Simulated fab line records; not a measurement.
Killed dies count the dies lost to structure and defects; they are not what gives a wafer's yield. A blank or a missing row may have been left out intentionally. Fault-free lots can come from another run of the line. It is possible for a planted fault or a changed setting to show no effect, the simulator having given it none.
Which of the tools did it? -- flow sky130 -- Sampling: 14 lots, 42 wafers, 4 of 708 route steps

== WHAT THE GAUGES READ, wafer by wafer ==
SKY_SD_N_OVL_MEAS_08.
lot,measured,on,SD_N_OVL (nm)
L888,day 27 04:17,overlay-01,-0.7 -1.5 -1.2
L889,day 27 18:54,overlay-02,-0.6 0.6 -0.9
L892,day 29 06:47,overlay-02,-0.3 -1.0 1.2
L894,day 30 03:20,overlay-02,-1.2 0.4 0.9
L896,day 30 20:17,overlay-01,0.0 -0.3 -1.1
L898,day 31 04:14,overlay-02,-1.0 -2.1 -1.7
L897,day 31 06:16,overlay-01,-0.5 -0.3 -1.9
L899,day 31 07:42,overlay-02,-2.6 -2.3 -3.1
L900,day 31 17:59,overlay-02,0.8 1.0 1.4
L901,day 32 03:26,overlay-01,-3.8 -3.5 -4.1
L902,day 32 07:22,overlay-01,-1.8 -1.4 -2.4
L904,day 33 16:45,overlay-01,-0.3 -1.3 -2.2
L905,day 33 17:03,overlay-01,-2.7 -2.2 -4.3
L910,day 35 16:11,overlay-02,-0.9 -0.2 -2.2

SKY_SD_N_RS_MEAS_18: measures by four-point-probe.
lot,measured,on,RES_XHIGH_RS (ohm/sq)
L888,day 27 05:15,film metro-02,333.4 335.0 333.9
L889,day 27 19:54,film metro-01,332.7 332.7 331.9
L892,day 29 07:45,film metro-02,332.2 332.5 333.7
L894,day 30 04:19,film metro-02,332.9 333.8 332.8
L896,day 30 21:17,film metro-04,334.0 335.1 334.3
L898,day 31 05:14,film metro-01,333.4 333.3 333.6
L897,day 31 07:13,film metro-02,334.6 334.6 333.0
L899,day 31 08:41,film metro-01,335.2 335.0 334.5
L900,day 31 18:57,film metro-02,333.9 334.4 333.5
L901,day 32 04:26,film metro-04,335.7 335.8 336.5
L902,day 32 08:19,film metro-04,333.0 333.7 334.5
L904,day 33 17:44,film metro-02,333.9 335.0 334.2
L905,day 33 18:01,film metro-01,332.7 332.8 333.2
L910,day 35 17:10,film metro-01,332.8 332.9 334.3

SKY_LI_CONTACT_THK_MEAS_23: measures by xrf.
lot,measured,on,LI_CONTACT_W_THK (nm)
L888,day 28 11:10,film metro-02,400 404 403
L889,day 29 00:43,film metro-04,404 407 416
L892,day 30 12:50,film metro-01,392 393 388
L894,day 31 08:14,film metro-02,398 388 387
L896,day 32 03:16,film metro-04,411 407 411
L898,day 32 09:14,film metro-04,413 418 416
L897,day 32 11:02,film metro-04,410 406 409
L899,day 32 12:46,film metro-01,400 397 395
L900,day 32 23:38,film metro-01,395 395 396
L901,day 33 08:45,film metro-01,393 400 393
L902,day 33 12:52,film metro-02,406 397 401
L904,day 34 22:01,film metro-02,395 400 403
L905,day 34 22:21,film metro-04,390 400 398
L910,day 36 21:14,film metro-02,392 396 388

== WHICH TOOL RAN EACH LOT (tool, then ch and the chambers of the sampled wafers, then the start) ==
lot,SKY_SD_P_DEVELOP_06
L888,"litho track-01 ch 0, day 24 17:28"
L889,"litho track-02 ch 0, day 25 09:02"
L892,"litho track-01 ch 0, day 26 22:34"
L894,"litho track-04 ch 0, day 27 21:10"
L896,"litho track-04 ch 0, day 28 14:56"
L898,"litho track-02 ch 0, day 28 22:07"
L897,"litho track-01 ch 0, day 28 23:49"
L899,"litho track-02 ch 0, day 29 01:04"
L900,"litho track-04 ch 0, day 29 10:35"
L901,"litho track-02 ch 0, day 29 20:34"
L902,"litho track-02 ch 0, day 30 01:28"
L904,"litho track-01 ch 0, day 31 10:46"
L905,"litho track-04 ch 0, day 31 11:04"
L910,"litho track-04 ch 0, day 33 10:53"
- SKY_SD_P_DEVELOP_06: develop time 60 s.

== WHAT THE TOOLS THEMSELVES READ (means of the sampled wafers that have a number; where no wafer has one, the mark that the record gives instead) ==
SKY_SD_P_DEVELOP_06.
lot,tool,developer temp C (C)
L888,litho track-01,22.97
L889,litho track-02,23.06
L892,litho track-01,22.86
L894,litho track-04,23.01
L896,litho track-04,22.91
L898,litho track-02,22.94
L897,litho track-01,23.07
L899,litho track-02,23.00
L900,litho track-04,23.00
L901,litho track-02,23.72
L902,litho track-02,23.67
L904,litho track-01,23.00
L905,litho track-04,23.03
L910,litho track-04,23.00

== THE ANSWER, worked out from the rows above alone ==
Rule: what is usual is taken from the lots themselves. The widest of any qualifying gaps counts: lots, ordered by their means at a reading, are off when they make up no more than a third of the lots, leave a main group of 4 or more, and stand apart from it by 3 or more times the standard deviation of that group's means. A main group is skipped when, at the precision printed for the reading in the tables above, its means are all equal. A lot without any number at a reading at which 4 lots or more have one is off too. Where the step has rows for the other lots, those lots are counted as sound. The gauges are gone through in route order, then the tools' own readings, and for those a lot's mean is taken as printed above. The first step at which some lot is off is used, and at that step the reading that is off furthest; a lot without a number counts as furthest.
Off at SKY_SD_P_DEVELOP_06 (developer temp C): L901, L902. Main group: mean 22.99 C, sd 0.058.
A tool fits if, at that step or a process step before it, it ran every lot that is off, and no sound lot after the first of them. One candidate fits, namely litho track-02 at SKY_SD_P_DEVELOP_06. Its last sound lot is L899 (day 29 01:04), its first lot that is off L901 (day 29 20:34): a fault that began between those two fits.
The tool's own readings at SKY_SD_P_DEVELOP_06 bear it out: on the lots that are off they differ by more than 5 times the standard deviation of the sound lots' means. developer temp C reads 23.70 C there against 22.99 C on the sound lots.

== WHAT HAD BEEN PUT IN BY THE SIMULATOR ==
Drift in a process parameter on litho track-02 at SKY_SD_P_DEVELOP_06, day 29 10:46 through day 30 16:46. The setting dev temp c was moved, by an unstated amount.
Lots struck among those shown: L901, L902. The rule above found the same.
